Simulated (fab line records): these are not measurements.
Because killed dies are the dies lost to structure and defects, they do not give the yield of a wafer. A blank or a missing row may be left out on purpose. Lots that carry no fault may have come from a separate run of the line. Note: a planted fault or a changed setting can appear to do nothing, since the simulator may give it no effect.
A struck lot beside a sound one ; flow sfqLine ; 20 out of 325 route steps
Sound: the wafers L108.1, L108.2, L108.5. Struck: wafers L127.1, L127.3 (left out: L127.5, a lot-mate that was not struck); the cause follows at the end.
Order at every step that has rows: each side's tool, ch and its chambers, its first start. Under that, the readings that differ: sound wafers ; struck wafers ; difference of the means ; sigmas: that difference in standard deviations of wafers without a fault.
alike: readings whose means differ by less than 2 such deviations, and words and numbers that are the same on both sides. not compared: withheld readings, readings that some wafer has no value for, bounds like >300 that may hide the same value, and numbers for which the record gives no deviation and whose values overlap.
The two part at a step that has a row with sigmas, a row that says differs or no value, or rows on one side only. Numbers that don't overlap but have no deviation are shown without sigmas and don't part them. A reading missing from all wafers of one side parts the sides only when that side holds two or more wafers.

first, 3 steps without rows for these wafers: SFQ_TRILAYER_C5_LITHO_EXPOSE_152 (exposes mask C5, target cd 500 nm); SFQ_TRILAYER_C5_LITHO_PEB_154 (peb time 60 s); SFQ_TRILAYER_C5_LITHO_DEVELOP_153 (time 60 s).
SFQ_C5_OVL_MEAS_937:
  sound: overlay-01 at day 65 04:44; struck: overlay-01 at day 78 18:11
  alike: C5_OVL
SFQ_TRILAYER_C5_BARC_OPEN_VIA_ETCH_210: etches BARC in O2, target depth 125 nm, time 41.7 s.
  sound on rieDiel-01 ch 0,1,3, day 65 04:46; struck on rieDiel-04 ch 0,3, day 78 18:13
  alike: drypumpMotorCurrentA, oesProductAu, rfFwdPowerW
  not compared: rfHoursCounterH
SFQ_TRILAYER_C5_ETCH_VIA_ETCH_154: etches SiO2 in CHF3, stops on Nb, target depth 84 nm.
  sound on rieDiel-01 ch 0,1,3, day 65 04:49; struck on rieDiel-04 ch 0,3, day 78 18:15
reading;sound;struck;difference;sigmas
oesProductAu (a.u.);0.894 0.898 0.909;0.871 0.877;-0.026;-3
  alike: drypumpMotorCurrentA, rfFwdPowerW
SFQ_TRILAYER_C5_STRIP_STRIP_155: strips in O2.
  sound on rieMetal-03 ch 0,1, day 65 04:51; struck on rieMetal-04 ch 0,1, day 78 18:18
reading;sound;struck;difference;sigmas
drypumpMotorCurrentA (A);5.4 5.3 5.4;6.0 6.3;+0.8;+2
  alike: oesProductAu, platenTempC
  not compared: rfHoursCounterH
then, 2 steps without rows for these wafers: SFQ_TRILAYER_C5_STRIP_SOLV_CLEAN_156 (cleans in NMP, time 600 s); SFQ_TRILAYER_M6_DEP_PRE_CLEAN_158 (time 22.5 s).
SFQ_TRILAYER_M6_DEP_SPUTTER_157: material Nb, target thk 200 nm, time 133.3 s.
  sound: pvdSputter-05 at day 65 05:40; struck: pvdSputter-03 at day 78 19:07
  alike: throttleValvePct
SFQ_M6_RS_MEAS_938: the measuring method here is four-point-probe.
  sound: filmMetro-03 at day 65 05:45; struck: filmMetro-01 at day 78 19:12
  alike: M6_NB_RS
SFQ_TRILAYER_M6_LITHO_COAT_164: resist thk 62 nm.
  sound on lithoTrack-02 ch 0, day 65 05:56; struck on lithoTrack-03 ch 0, day 78 19:23
reading;sound;struck;difference;sigmas
model.BARC_of_TRILAYER_M6_LITHO_COAT_164.thkNm (nm);62.22 62.16 62.19;60.63 60.5;-1.62;
then, 5 steps without rows for these wafers: SFQ_TRILAYER_M6_LITHO_COAT_159 (resist thk 600 nm); SFQ_TRILAYER_M6_LITHO_SOFTBAKE_163; SFQ_TRILAYER_M6_LITHO_EXPOSE_160 (exposes mask M6, target cd 500 nm); SFQ_TRILAYER_M6_LITHO_PEB_162 (peb time 60 s); SFQ_TRILAYER_M6_LITHO_DEVELOP_161 (time 60 s).
-- the record jumps here: 4 days lie between the struck wafers' starts before and after --
SFQ_M6_OVL_MEAS_940:
  sound: overlay-01 at day 70 11:28; struck: overlay-01 at day 82 18:42
  alike: M6_OVL
SFQ_TRILAYER_M6_BARC_OPEN_METAL_ETCH_206: etches BARC in O2, target depth 125 nm, time 41.7 s.
  sound on rieMetal-04 ch 0,1, day 70 11:30; struck on rieMetal-02 ch 0,1, day 82 18:44
reading;sound;struck;difference;sigmas
model.etch.depthNm (nm);62.22 62.16 62.19;60.63 60.5;-1.62;
  alike: drypumpMotorCurrentA, oesProductAu, rfFwdPowerW
  not compared: rfHoursCounterH
SFQ_TRILAYER_M6_ETCH_METAL_ETCH_162: etches Nb in Cl2/Ar, stops on SiO2, target depth 240 nm, time 120 s.
  sound on rieMetal-04 ch 0,1, day 70 11:34; struck on rieMetal-02 ch 0,1, day 82 18:47
  alike: drypumpMotorCurrentA, oesProductAu, rfFwdPowerW
  not compared: rfHoursCounterH

## WHERE THEY PART
First at SFQ_TRILAYER_C5_ETCH_VIA_ETCH_154; last, within this record, at SFQ_TRILAYER_C5_STRIP_STRIP_155. Later steps at which nothing parts them and some readings are alike: SFQ_TRILAYER_M6_DEP_SPUTTER_157, SFQ_M6_RS_MEAS_938, SFQ_M6_OVL_MEAS_940, SFQ_TRILAYER_M6_BARC_OPEN_METAL_ETCH_206, SFQ_TRILAYER_M6_ETCH_METAL_ETCH_162.

WHY: whatever the simulator had introduced
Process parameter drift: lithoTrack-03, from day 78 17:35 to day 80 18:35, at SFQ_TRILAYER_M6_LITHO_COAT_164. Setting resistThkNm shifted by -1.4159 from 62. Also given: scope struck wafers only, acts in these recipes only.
